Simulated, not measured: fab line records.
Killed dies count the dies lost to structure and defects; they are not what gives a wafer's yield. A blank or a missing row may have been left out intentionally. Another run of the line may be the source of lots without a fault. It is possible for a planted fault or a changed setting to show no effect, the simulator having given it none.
fab line records | flow sky130
record: lots: 12 wafers: 36 last_day: 50
route steps=708 shown LDD_HVP@288 SD_N@344 LI_CONTACT@382 PAD_OPEN@708
lots that met no fault: from a run of the same line without faults
start_h: start of the lot's first displayed wafer, in hours after the record's first day | wait_h: hours from the lot's prior step to this one | " as in the row above | L1.1+2: one row covering several wafers at once | - no value, or no start given | * or withheld: withheld | < > ~ a bound
route shown NAME@n: NAME is a module with steps in the file, n the number in the route of the first one | usual: the fault-free wafers' mean and standard deviation | same: alike in all rows | chamber/n: place in a boat | sites: each site's reading | _std_site: standard deviation of those values | _edge_site: outer sites' mean less inner sites' | radius_mm: for every site, how far away it sits from the centre of the wafer | mask NAME#n: copy n | behind: the most recent tool/chamber to have shaped the wafer | hold: reason for holding the lot/hours on hold/outcome of the hold | device: which transistor (n, p or np) failed to switch | end of line: the route-end tests of the same wafers | a step given without rows: its recipe and nothing more | killed: count of dies lost to structure and defects at first sort (not the wafer's yield) | map: per-die view of a wafer (x killed, . not killed, _ where there is no die)
set.NAME: the setting the step ran with; set.NAME@STEP: the setting that earlier step ran with | model.NAME: the simulator's own value behind a step, which no gauge read
one table for each step of the route and one row for each wafer, over a sample of lots
services: when a tool's chamber went out of use (start_h, in hours from the record's first day, below 0 if earlier), for how many hours, and the reason
== steps ==
step: SKY_LDD_HVP_TW_MEAS_10
usual: LDD_HVP_TW: 453.8/2.2
columns lot.wafer tool chamber start_h wait_h LDD_HVP_TW
L793.1 film_metro-01 - 479.84 0.1 453.6
L793.2 " - " " 454.2
L793.4 " - " " 453.8
L794.2 film_metro-01 - 487.03 0.1 457.9
L794.4 " - " " 455.7
L794.5 " - " " 454.0
L796.4 film_metro-02 - 531.77 0.1 454.3
L796.5 " - " " 454.5
L796.6 " - " " 454.5
L801.2 film_metro-01 - 584.65 0.1 450.7
L801.5 " - " " 452.3
L801.6 " - " " 455.2
L800.2 film_metro-01 - 587.48 0.1 451.4
L800.3 " - " " 450.4
L800.5 " - " " 453.2
L804.4 film_metro-04 - 590.06 0.1 456.6
L804.5 " - " " 459.0
L804.6 " - " " 456.9
L809.1 film_metro-02 - 644.32 0.1 451.7
L809.2 " - " " 450.3
L809.3 " - " " 451.0
L807.2 film_metro-01 - 647.58 0.1 452.4
L807.3 " - " " 453.9
L807.6 " - " " 454.6
L810.1 film_metro-02 - 661.63 0.1 453.3
L810.3 " - " " 452.3
L810.6 " - " " 451.9
L813.1 film_metro-01 - 668.64 0.1 452.9
L813.3 " - " " 453.9
L813.5 " - " " 454.3
L815.2 film_metro-04 - 682.28 0.1 455.3
L815.4 " - " " 457.2
L815.5 " - " " 456.4
L816.1 film_metro-01 - 686.74 0.1 452.1
L816.3 " - " " 450.5
L816.6 " - " " 452.1
step: SKY_SD_N_COAT_02
recipe: resist: NOVOLAK spin_rpm: 3000 resist_thk_nm: 1140
usual: dispense_pressure_kPa: 50/4.1
columns lot.wafer tool chamber start_h wait_h dispense_pressure_kPa
L793.1 litho_track-02 0 618.14 0.1 51
L793.2 " 0 " " 51
L793.4 " 0 " " 51
L794.2 litho_track-02 0 621.37 0.1 51
L794.4 " 0 " " 51
L794.5 " 0 " " 51
L796.4 litho_track-01 0 665.58 0.1 45
L796.5 " 0 " " 46
L796.6 " 0 " " 46
L801.2 litho_track-03 0 714.21 0.1 56
L801.5 " 0 " " 56
L801.6 " 0 " " 56
L800.2 litho_track-02 0 715.57 0.1 51
L800.3 " 0 " " 51
L800.5 " 0 " " 51
L804.4 litho_track-01 0 720.58 0.1 45
L804.5 " 0 " " 45
L804.6 " 0 " " 45
L809.1 litho_track-03 0 771.73 0.1 56
L809.2 " 0 " " 56
L809.3 " 0 " " 56
L807.2 litho_track-01 0 774.33 0.1 45
L807.3 " 0 " " 45
L807.6 " 0 " " 45
L810.1 litho_track-01 0 786.86 0.1 46
L810.3 " 0 " " 45
L810.6 " 0 " " 46
L813.1 litho_track-03 0 795.53 0.1 56
L813.3 " 0 " " 56
L813.5 " 0 " " 56
L815.2 litho_track-02 0 805.62 0.1 51
L815.4 " 0 " " 51
L815.5 " 0 " " 51
L816.1 litho_track-03 0 813.83 0.1 56
L816.3 " 0 " " 56
L816.6 " 0 " " 56
step: SKY_SD_N_CD_MEAS_07
recipe: target_cd_nm: 380
usual: cd_nm: 380.3/2.7
columns lot.wafer tool chamber start_h wait_h cd_nm
L793.1 cd_sem-02 - 632.63 0.1 382.3
L793.2 " - " " 381.7
L793.4 " - " " 381.2
L794.2 cd_sem-02 - 636.01 0.1 379.9
L794.4 " - " " 379.9
L794.5 " - " " 378.4
L796.4 cd_sem-01 - 679.15 0.1 378.4
L796.5 " - " " 378.9
L796.6 " - " " 380.1
L801.2 cd_sem-01 - 728.41 0.1 377.9
L801.5 " - " " 378.3
L801.6 " - " " 377.6
L800.2 cd_sem-01 - 729.53 0.1 382.3
L800.3 " - " " 379.7
L800.5 " - " " 381.5
L804.4 cd_sem-01 - 734.00 0.1 382.4
L804.5 " - " " 381.4
L804.6 " - " " 382.9
L809.1 cd_sem-01 - 785.63 0.1 377.4
L809.2 " - " " 378.9
L809.3 " - " " 380.6
L807.2 cd_sem-01 - 788.01 0.1 422.7
L807.3 " - " " 426.1
L807.6 " - " " 423.1
L810.1 cd_sem-01 - 800.38 0.1 419.5
L810.3 " - " " 419.0
L810.6 " - " " 419.5
L813.1 cd_sem-02 - 809.71 0.1 382.9
L813.3 " - " " 382.7
L813.5 " - " " 383.4
L815.2 cd_sem-01 - 818.81 0.1 376.0
L815.4 " - " " 377.9
L815.5 " - " " 377.9
L816.1 cd_sem-02 - 826.61 0.1 375.2
L816.3 " - " " 378.6
L816.6 " - " " 379.0
step: SKY_SD_N_STRIP_11
recipe: chemistry: O2/N2 power_w: 1400 pressure_mtorr: 1500 platen_temp_c: withheld o2_flow_sccm: 3000 n2_flow_sccm: 300 overash_fraction: 0.5
usual: drypump_motor_current_A: 5.7/0.55 oes_product_au: 0.527/0.0044 strip_time_to_endpoint_s: 22.52/0.042
same: overash_fraction: 0.5
columns lot.wafer tool chamber start_h wait_h drypump_motor_current_A oes_product_au rf_hours_counter_h strip_time_to_endpoint_s
L793.1 plasma_asher-03 0 633.09 0.1 5.8 0.523 20 22.50
L793.2 " 1 " " 6.2 0.531 20 22.53
L793.4 " 0 " " 5.9 0.528 - 22.49
L794.2 plasma_asher-03 1 636.45 0.1 6.2 0.528 20 22.61
L794.4 " 1 " " 6.2 0.526 - 22.59
L794.5 " 1 " " 6.2 0.528 - 22.64
L796.4 plasma_asher-02 1 679.58 0.1 4.8 0.531 - 22.50
L796.5 " 1 " " 4.8 0.529 - 22.46
L796.6 " 0 " " 6.1 0.534 - 22.45
L801.2 plasma_asher-02 1 728.85 0.1 4.8 0.533 91 22.47
L801.5 " 1 " " 4.7 0.531 - 22.53
L801.6 " 0 " " 6.1 0.522 - 22.52
L800.2 plasma_asher-03 1 729.96 0.1 6.2 0.529 29 22.51
L800.3 " 1 " " 6.2 0.530 - 22.52
L800.5 " 0 " " 5.8 0.532 - 22.55
L804.4 plasma_asher-03 0 734.43 0.1 5.8 0.522 - 22.51
L804.5 " 1 " " 6.2 0.532 - 22.52
L804.6 " 0 " " 5.8 0.528 - 22.49
L809.1 plasma_asher-02 1 786.09 0.1 4.8 0.529 97 22.53
L809.2 " 0 " " 6.1 0.528 97 22.50
L809.3 " 0 " " 6.0 0.521 - 22.53
L807.2 plasma_asher-01 1 788.45 0.1 5.5 0.483 4 18.63
L807.3 " 0 " " 5.2 0.486 - 18.63
L807.6 " 0 " " 5.2 0.487 - 18.67
L810.1 plasma_asher-02 0 800.84 0.1 6.1 0.486 98 18.61
L810.3 " 1 " " 4.8 0.484 - 18.60
L810.6 " 0 " " 6.1 0.489 - 18.65
L813.1 plasma_asher-01 0 810.16 0.1 5.3 0.532 6 22.58
L813.3 " 1 " " 5.5 0.531 - 22.55
L813.5 " 1 " " 5.5 0.523 - 22.51
L815.2 plasma_asher-02 1 819.25 0.1 4.8 0.522 100 22.56
L815.4 " 1 " " 4.8 0.527 - 22.53
L815.5 " 1 " " 4.8 0.528 - 22.53
L816.1 plasma_asher-03 1 827.06 0.1 6.2 0.528 40 22.56
L816.3 " 0 " " 5.8 0.533 - 22.52
L816.6 " 0 " " 5.8 0.526 - 22.51
step: SKY_SD_N_TW_MEAS_12
usual: SD_N_TW: 3973/29
columns lot.wafer tool chamber start_h wait_h SD_N_TW
L793.1 film_metro-03 - 633.19 0.1 3985
L793.2 " - " " 3982
L793.4 " - " " 3973
L794.2 film_metro-02 - 636.56 0.1 3976
L794.4 " - " " 3952
L794.5 " - " " 3934
L796.4 film_metro-01 - 679.68 0.1 3944
L796.5 " - " " 3948
L796.6 " - " " 3940
L801.2 film_metro-01 - 728.96 0.1 3963
L801.5 " - " " 3971
L801.6 " - " " 3948
L800.2 film_metro-03 - 730.07 0.1 3998
L800.3 " - " " 3997
L800.5 " - " " 4016
L804.4 film_metro-02 - 734.53 0.1 3970
L804.5 " - " " 3976
L804.6 " - " " 3983
L809.1 film_metro-01 - 786.19 0.1 3954
L809.2 " - " " 3953
L809.3 " - " " 3943
L807.2 film_metro-01 - 788.56 0.1 3952
L807.3 " - " " 3967
L807.6 " - " " 3977
L810.1 film_metro-02 - 800.94 0.1 3966
L810.3 " - " " 3968
L810.6 " - " " 3934
L813.1 film_metro-01 - 810.26 0.1 3989
L813.3 " - " " 4000
L813.5 " - " " 3996
L815.2 film_metro-03 - 819.36 0.1 4010
L815.4 " - " " 4010
L815.5 " - " " 4021
L816.1 film_metro-03 - 827.16 0.1 3991
L816.3 " - " " 4009
L816.6 " - " " 4015
step: SKY_LI_CONTACT_SPUTTER_20
recipe: material: TiN target_thk_nm: 20 chamber_pressure_pa: 5 power_w: 4000 time_s: 80
usual: throttle_valve_pct: 30.0/0.74
columns lot.wafer tool chamber start_h wait_h throttle_valve_pct
L793.1 pvd_sputter-03 - 663.80 0.0 29.4
L793.2 " - " " 30.5
L793.4 " - " " 29.3
L794.2 pvd_sputter-02 - 666.80 0.0 28.9
L794.4 " - " " 29.5
L794.5 " - " " 28.7
L796.4 pvd_sputter-03 - 709.21 0.0 29.7
L796.5 " - " " 30.7
L796.6 " - " " 29.6
L801.2 pvd_sputter-02 - 758.09 0.0 29.5
L801.5 " - " " 31.1
L801.6 " - " " 28.8
L800.2 pvd_sputter-04 - 759.55 0.0 30.3
L800.3 " - " " 29.9
L800.5 " - " " 30.1
L804.4 pvd_sputter-04 - 763.87 0.0 30.0
L804.5 " - " " 31.4
L804.6 " - " " 30.2
L809.1 pvd_sputter-04 - 815.05 0.0 30.0
L809.2 " - " " 29.9
L809.3 " - " " 31.4
L807.2 pvd_sputter-04 - 817.40 0.0 29.7
L807.3 " - " " 31.8
L807.6 " - " " 31.3
L810.1 pvd_sputter-04 - 828.61 0.0 29.7
L810.3 " - " " 30.0
L810.6 " - " " 30.1
L813.1 pvd_sputter-03 - 838.00 0.0 30.1
L813.3 " - " " 30.5
L813.5 " - " " 29.6
L815.2 pvd_sputter-03 - 847.35 0.0 29.7
L815.4 " - " " 30.5
L815.5 " - " " 29.9
L816.1 pvd_sputter-04 - 855.60 0.0 30.0
L816.3 " - " " 31.8
L816.6 " - " " 30.1
step: SKY_PAD_OPEN_PROBE_99
usual: killed_at_M0_to_M3: 42/6.4 killed_at_M4_up: 2.9/1.7 killed_at_contacts: 25/5.2 killed_at_front_end: 16/4.4 killed_at_other: 0.4/0.65 killed_dies: 86/9.2 killed_open: 47/6.6 killed_short: 39/5.8
same: gross_dies: 492 killed_at_back_side: 0
columns lot.wafer tool chamber start_h wait_h killed_at_M0_to_M3 killed_at_M4_up killed_at_contacts killed_at_front_end killed_at_other killed_dies killed_open killed_short
L793.1 prober-02 - 1060.67 0.1 51 2 24 24 1 102 51 51
L793.2 prober-02 - 1060.72 0.1 49 4 18 19 2 92 53 37
L793.4 prober-02 - 1060.82 0.2 45 1 33 10 1 90 54 35
L810.1 prober-02 - 1185.47 0.1 43 1 28 15 1 88 51 37
L810.3 prober-02 - 1185.57 0.2 32 3 21 17 1 74 36 38
L810.6 prober-02 - 1185.72 0.2 47 2 14 15 0 78 44 33
L813.1 prober-02 - 1188.27 0.1 48 3 24 14 0 89 49 40
L813.3 prober-02 - 1188.37 0.2 47 2 35 8 0 92 54 38
L813.5 prober-02 - 1188.47 0.2 48 6 27 13 0 94 51 42
killed by level:class
L793.1 VIA1:geometric_particle:open=13 CONTACT:geometric_particle:open=9 FIELD_ISO:geometric_particle:open=7 METAL2:geometric_particle:short=7 POLY_GATE:geometric_particle:short=6 VIA2:geometric_particle:short=5 CONTACT:geometric_particle:short=5 METAL1:geometric_particle:short=5
L793.2 VIA1:geometric_particle:open=11 VIA2:geometric_particle:open=8 VIA3:geometric_particle:open=8 FIELD_ISO:geometric_particle:open=7 CONTACT:geometric_particle:open=7 FIELD_ISO:geometric_particle:short=4 METAL4:geometric_particle:short=4 VIA1:geometric_particle:short=4
L793.4 CONTACT:geometric_particle:open=19 VIA2:geometric_particle:open=9 VIA1:geometric_particle:open=8 METAL2:geometric_particle:short=6 LOCAL_INTERCONNECT:geometric_particle:short=5 CONTACT:geometric_particle:short=5 VIA1:geometric_particle:short=5 FIELD_ISO:geometric_particle:open=4
L810.1 CONTACT:geometric_particle:open=11 VIA1:geometric_particle:open=10 LI_CONTACT:geometric_particle:open=7 VIA2:geometric_particle:open=7 CONTACT:geometric_particle:short=5 METAL1:geometric_particle:short=5 VIA3:geometric_particle:open=4 POLY_GATE:geometric_particle:short=4
L810.3 FIELD_ISO:geometric_particle:short=6 CONTACT:geometric_particle:open=6 VIA1:geometric_particle:open=6 LI_CONTACT:geometric_particle:open=5 CONTACT:geometric_particle:short=5 METAL2:geometric_particle:short=5 VIA3:geometric_particle:open=5 FIELD_ISO:geometric_particle:open=4
L810.6 VIA1:geometric_particle:open=12 VIA3:geometric_particle:open=6 VIA2:geometric_particle:short=5 VIA1:geometric_particle:short=5 METAL2:geometric_particle:short=5 FIELD_ISO:geometric_particle:open=4 POLY_GATE:geometric_particle:short=4 LI_CONTACT:geometric_particle:open=4
L813.1 VIA1:geometric_particle:open=14 VIA2:geometric_particle:open=10 LOCAL_INTERCONNECT:geometric_particle:short=7 CONTACT:geometric_particle:open=7 LI_CONTACT:geometric_particle:open=6 METAL1:geometric_particle:short=5 FIELD_ISO:geometric_particle:open=4 METAL3:geometric_particle:short=4
L813.3 VIA1:geometric_particle:open=15 CONTACT:geometric_particle:open=13 LI_CONTACT:geometric_particle:open=8 VIA1:geometric_particle:short=8 VIA2:geometric_particle:open=5 CONTACT:geometric_particle:short=5 LI_CONTACT:geometric_particle:short=4 LOCAL_INTERCONNECT:geometric_particle:short=4
L813.5 VIA1:geometric_particle:open=17 CONTACT:geometric_particle:open=11 LI_CONTACT:geometric_particle:open=7 METAL1:geometric_particle:short=7 METAL2:geometric_particle:short=5 VIA3:geometric_particle:open=5 METAL4:geometric_particle:short=5 LOCAL_INTERCONNECT:geometric_particle:short=4
== services ==
columns tool chamber start_h hours kind
plasma_asher-02 - 628.43 3.0 repair
pvd_sputter-03 - 630.33 3.1 repair
plasma_asher-01 - 635.74 2.8 pm
plasma_asher-02 - 667.72 3.0 repair
plasma_asher-01 - 690.48 2.2 repair
pvd_sputter-04 2 707.06 - consumable_replace:kit
pvd_sputter-04 2 707.06 18.0 scheduled_down
pvd_sputter-04 2 707.06 18.0 vent_cycle
plasma_asher-01 - 732.02 1.7 repair
plasma_asher-01 - 733.75 9.0 pm
plasma_asher-01 0 733.75 9.0 vent_cycle
plasma_asher-01 1 733.75 9.0 vent_cycle
plasma_asher-01 0 742.75 - clean
plasma_asher-01 1 742.75 - clean
plasma_asher-01 - 758.94 2.8 repair
plasma_asher-01 - 782.19 2.0 repair
pvd_sputter-03 - 799.77 1.2 repair
litho_track-01 - 806.12 - consumable_replace:filter
pvd_sputter-02 2 827.26 - consumable_replace:kit
pvd_sputter-02 2 827.26 18.0 scheduled_down
plasma_asher-02 - 833.31 27.9 repair
pvd_sputter-04 - 836.24 1.1 repair
pvd_sputter-04 - 836.92 3.8 repair
plasma_asher-02 - 838.22 0.8 repair
== key ==
first_sign: step: SKY_SD_N_CD_MEAS_07 reading: cd_nm direction: up sigmas: 15 usual: 380.3 struck: 421.6
effect: step: SKY_SD_N_STRIP_11 reading: strip_time_to_endpoint_s direction: down sigmas: 94 usual: * struck: *
met_at SKY_SD_N_COAT_02
struck_lots L807,L810
tester_left_out L807,L810
not_acting_at SKY_LDD_HVP_TW_MEAS_10,SKY_SD_N_TW_MEAS_12,SKY_LI_CONTACT_SPUTTER_20
onset_between 720.58 774.33
fault: kind: process_parameter_drift tool: litho_track-01 chamber: - onset_h: 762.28 steps: SKY_SD_N_COAT_02 channel: resist_thk_nm offset: -343.36 shape: step end_h: 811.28 acts_in: these_recipes_only stated: 1140
tester_left_out: of these lots the tester's yield and bins aren't shown, on N5 and GAA mostly nor the transistor test; their killed dies are dies lost to structure and defects alone, not to doping, threshold or leakage, so they don't give the yield
